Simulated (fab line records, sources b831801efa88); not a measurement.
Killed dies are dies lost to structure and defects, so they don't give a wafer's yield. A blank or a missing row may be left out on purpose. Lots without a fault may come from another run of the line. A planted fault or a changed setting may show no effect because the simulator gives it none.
Which tool did it? | flow gf180mcu | 11 lots, 33 wafers sampled, at 4 steps of a route of 602

WHAT THE GAUGES READ, wafer by wafer
GF_PASSIVATION_THK_MEAS_01.
lot  | measured     | on            | PASSIVATION_CVD_00_THK (nm)
L916 | day 28 16:58 | film_metro-03 | 1003 1015 1004
L917 | day 28 21:12 | film_metro-03 | 998 991 991
L920 | day 29 14:47 | film_metro-03 | 977 974 1001
L919 | day 29 15:43 | film_metro-03 | 995 998 992
L926 | day 31 10:45 | film_metro-01 | 998 1002 1734 998 1003 1732
L928 | day 31 23:34 | film_metro-03 | 992 1700 994 990 1702 994
L929 | day 32 04:20 | film_metro-03 | 983 981 994
L931 | day 32 16:37 | film_metro-01 | 994 1009 1004
L936 | day 33 17:44 | film_metro-01 | 974 989 1011
L937 | day 34 03:07 | film_metro-04 | 978 999 989
L938 | day 34 09:13 | film_metro-04 | 982 997 981

WHICH TOOL RAN EACH LOT (tool, then ch and the chambers of the sampled wafers, then the start)
lot  | GF_MIM_METAL_ETCH_19              | GF_V5_ETCH_16                      | GF_PASSIVATION_CVD_00
L916 | rie_metal-03 ch 0,1, day 25 23:21 | rie_diel-03 ch 0,1, day 27 18:27   | pecvd-03 ch 0,1,2, day 28 16:53
L917 | rie_metal-03 ch 0, day 26 03:26   | rie_diel-03 ch 1,3, day 27 23:13   | pecvd-03 ch 0,1,2, day 28 21:07
L920 | rie_metal-01 ch 0,1, day 26 23:51 | rie_diel-04 ch 0,1,3, day 28 16:49 | pecvd-03 ch 0,1, day 29 14:43
L919 | rie_metal-02 ch 0,1, day 27 00:08 | rie_diel-04 ch 1,2,3, day 28 18:14 | pecvd-01 ch 0,1, day 29 15:38
L926 | rie_metal-01 ch 0, day 28 22:22   | rie_diel-04 ch 0,1,2, day 30 14:46 | pecvd-03 ch 0,2, day 31 10:40
L928 | rie_metal-02 ch 0,1, day 29 12:41 | rie_diel-03 ch 0,2,3, day 31 03:23 | pecvd-03 ch 0,1,2, day 31 23:29
L929 | rie_metal-01 ch 0,1, day 29 17:44 | rie_diel-04 ch 0,2,3, day 31 08:20 | pecvd-04 ch 1,2, day 32 04:16
L931 | rie_metal-02 ch 0,1, day 30 08:38 | rie_diel-02 ch 0,3, day 31 21:44   | pecvd-01 ch 0,1, day 32 16:32
L936 | rie_metal-03 ch 0,1, day 31 12:25 | rie_diel-03 ch 2,3, day 32 23:50   | pecvd-04 ch 0,2, day 33 17:38
L937 | rie_metal-01 ch 0,1, day 31 23:14 | rie_diel-04 ch 0,1,2, day 33 09:26 | pecvd-04 ch 0,1, day 34 03:01
L938 | rie_metal-01 ch 0,1, day 32 06:15 | rie_diel-02 ch 0,1, day 33 15:32   | pecvd-04 ch 0,2, day 34 09:08
- GF_MIM_METAL_ETCH_19: etches the open film in Cl2/BCl3, stops on Si3N4, target depth 324.5 nm, time 54.1 s.
- GF_V5_ETCH_16: etches BARC in N2/H2.
- GF_PASSIVATION_CVD_00: deposits SiO2 from TEOS, target thk 1000 nm, time 111.95 s.

THE ANSWER, worked out from the rows above alone
Rule: what is usual is taken from the lots themselves. Put in order of their means at a reading, lots are off if they are a third of the lots or fewer, leave a main group of 4 or more, and stand apart from it by a gap of 3 or more times the standard deviation of the main group's means; of several such gaps the widest counts. A main group whose means are all the same, to the digits that the tables above print for the reading, isn't used. A lot without any number at a reading at which 4 lots or more have one is off too. The other lots that the step has rows for count as sound.
Off: L926, L928, at GF_PASSIVATION_THK_MEAS_01 (PASSIVATION_CVD_00_THK). The main group: mean 993 nm, standard deviation 7.4.
A tool fits if, at a process step before that reading, it ran every lot that is off, and no sound lot after the first of them. The gauges at GF_PASSIVATION_THK_MEAS_01 are tried like those tools. One fits: pecvd-03 at GF_PASSIVATION_CVD_00. Its last sound lot is L920 (day 29 14:43), its first lot that is off L926 (day 31 10:40): a fault that began between those two fits.

WHAT THE SIMULATOR HAD PUT IN
Process parameter drift: pecvd-03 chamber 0, from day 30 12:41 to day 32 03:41, at GF_PASSIVATION_CVD_00. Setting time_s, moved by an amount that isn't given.
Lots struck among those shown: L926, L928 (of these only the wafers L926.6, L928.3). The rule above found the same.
